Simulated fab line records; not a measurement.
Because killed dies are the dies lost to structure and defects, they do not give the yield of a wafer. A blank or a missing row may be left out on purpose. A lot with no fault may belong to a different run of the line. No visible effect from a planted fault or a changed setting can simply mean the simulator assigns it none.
Matching of chambers    flow gf180mcu    GF_STI_ETCH_14 on rieSi-02: 4 sister chambers
The step etches Si in HBr/Cl2/O2, target depth 360 nm, time 102.9 s. 4 wafers are shown with their chamber, then 6 later ones without.

EACH WAFER AND ITS CHAMBER
wafer   chamber  drypumpMotorCurrentA (A)
L884.5  0        5.3
L901.6  2        5.1
L902.2  1        5.1
L902.5  3        5.1

WAFERS WHOSE CHAMBER IS MISSING
wafer   drypumpMotorCurrentA (A)
L903.3  5.3
L903.4  5.1
L903.5  5.1
L907.1  5.2
L907.3  5.1
L907.5  5.3

WHICH CHAMBER EACH WENT THROUGH
wafer   from the rows above                in truth
L903.3  0                                  0
L903.4  can't be placed: 1 or 2 or 3       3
L903.5  can't be placed: 1 or 2 or 3       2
L907.1  can't be placed: 0 or 1 or 2 or 3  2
L907.3  can't be placed: 1 or 2 or 3       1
L907.5  0                                  0
2 of 6 placed correctly. Cannot be placed on the basis of these rows: 4; the candidates contain the true chamber in 4. Number placed wrongly: 0.
How it was worked out, from the rows above alone: a wafer's distance from a chamber is the root of the sum, over the readings, of the square of ((its reading less the chamber's mean) divided by the reading's scatter). The wafer belongs to the nearest chamber; if the next one is less than 2 further off, it can't be placed. Each chamber's mean is taken over the wafers shown for it. The scatter: root of mean squared gap, hidden wafer to nearest shown wafer, with one shown wafer a chamber.
